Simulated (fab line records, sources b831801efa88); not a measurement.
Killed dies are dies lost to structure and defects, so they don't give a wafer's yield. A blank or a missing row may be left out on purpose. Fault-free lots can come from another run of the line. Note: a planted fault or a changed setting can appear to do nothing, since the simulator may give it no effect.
What tool caused it? / flow sky130 / 7 lots, 20 wafers sampled, at 3 steps of a route of 708

## WHAT THE GAUGES SHOWED, per wafer
SKY_FIELD_ISO_THK_MEAS_23.
lot=L905; measured=day 2 11:19; on=filmMetro-01; FIELD_ISO_OXIDATION_01_THK (nm)=10.13 10.09 10.13
lot=L907; measured=day 2 23:17; on=filmMetro-01; FIELD_ISO_OXIDATION_01_THK (nm)=9.74 9.81 9.86
lot=L910; measured=day 3 15:51; on=filmMetro-01; FIELD_ISO_OXIDATION_01_THK (nm)=9.66 9.81 9.71
lot=L913; measured=day 4 06:17; on=filmMetro-01; FIELD_ISO_OXIDATION_01_THK (nm)=10.00 9.78
lot=L921; measured=day 6 01:46; on=filmMetro-02; FIELD_ISO_OXIDATION_01_THK (nm)=9.60 9.63 9.79
lot=L925; measured=day 6 21:11; on=filmMetro-01; FIELD_ISO_OXIDATION_01_THK (nm)=9.52 9.64 9.60
lot=L927; measured=day 7 06:05; on=filmMetro-01; FIELD_ISO_OXIDATION_01_THK (nm)=9.87 10.07 10.26

## WHICH TOOL RAN EACH LOT (tool, then ch and the chambers of the sampled wafers, then the start)
lot=L905; SKY_FIELD_ISO_ETCH_15=rieDiel-02 ch 0,1,3, day 2 09:37; SKY_FIELD_ISO_ETCH_17=rieSi-02 ch 1,2, day 2 09:47
lot=L907; SKY_FIELD_ISO_ETCH_15=rieDiel-01 ch 0,3, day 2 20:31; SKY_FIELD_ISO_ETCH_17=rieSi-01 ch 2,3, day 2 20:40
lot=L910; SKY_FIELD_ISO_ETCH_15=rieDiel-04 ch 1,2,3, day 3 14:10; SKY_FIELD_ISO_ETCH_17=rieSi-02 ch 0,2, day 3 14:19
lot=L913; SKY_FIELD_ISO_ETCH_15=rieDiel-01 ch 1,3, day 4 02:55; SKY_FIELD_ISO_ETCH_17=rieSi-01 ch 1,3, day 4 03:04
lot=L921; SKY_FIELD_ISO_ETCH_15=rieDiel-04 ch 2,3, day 6 00:03; SKY_FIELD_ISO_ETCH_17=rieSi-02 ch 0,2,3, day 6 00:15
lot=L925; SKY_FIELD_ISO_ETCH_15=rieDiel-04 ch 2,3, day 6 19:27; SKY_FIELD_ISO_ETCH_17=rieSi-01 ch 0,1,3, day 6 19:37
lot=L927; SKY_FIELD_ISO_ETCH_15=rieDiel-01 ch 1,2,3, day 7 03:25; SKY_FIELD_ISO_ETCH_17=rieSi-01 ch 2,3, day 7 03:34
- SKY_FIELD_ISO_ETCH_15: etches the open film in CHF3/O2, stops on Si, target depth 180 nm, time 72 s.
- SKY_FIELD_ISO_ETCH_17: etches Si in HBr/Cl2/O2, target depth 342 nm, time 97.7 s.

## THE ANSWER, worked out from the rows above alone
Rule: the usual values come from the lots themselves. The widest of any qualifying gaps counts: lots, ordered by their means at a reading, are off when they make up no more than a third of the lots, leave a main group of 4 or more, and stand apart from it by 3 or more times the standard deviation of that group's means. A main group whose means are all the same, to the digits that the tables above print for the reading, isn't used. A lot without any number at a reading at which 4 lots or more have one is off too. Where the step has rows for the other lots, those lots are counted as sound.
No lot is off at any reading shown: from this, nothing can be told.

## WHAT THE SIMULATOR HAD PUT IN
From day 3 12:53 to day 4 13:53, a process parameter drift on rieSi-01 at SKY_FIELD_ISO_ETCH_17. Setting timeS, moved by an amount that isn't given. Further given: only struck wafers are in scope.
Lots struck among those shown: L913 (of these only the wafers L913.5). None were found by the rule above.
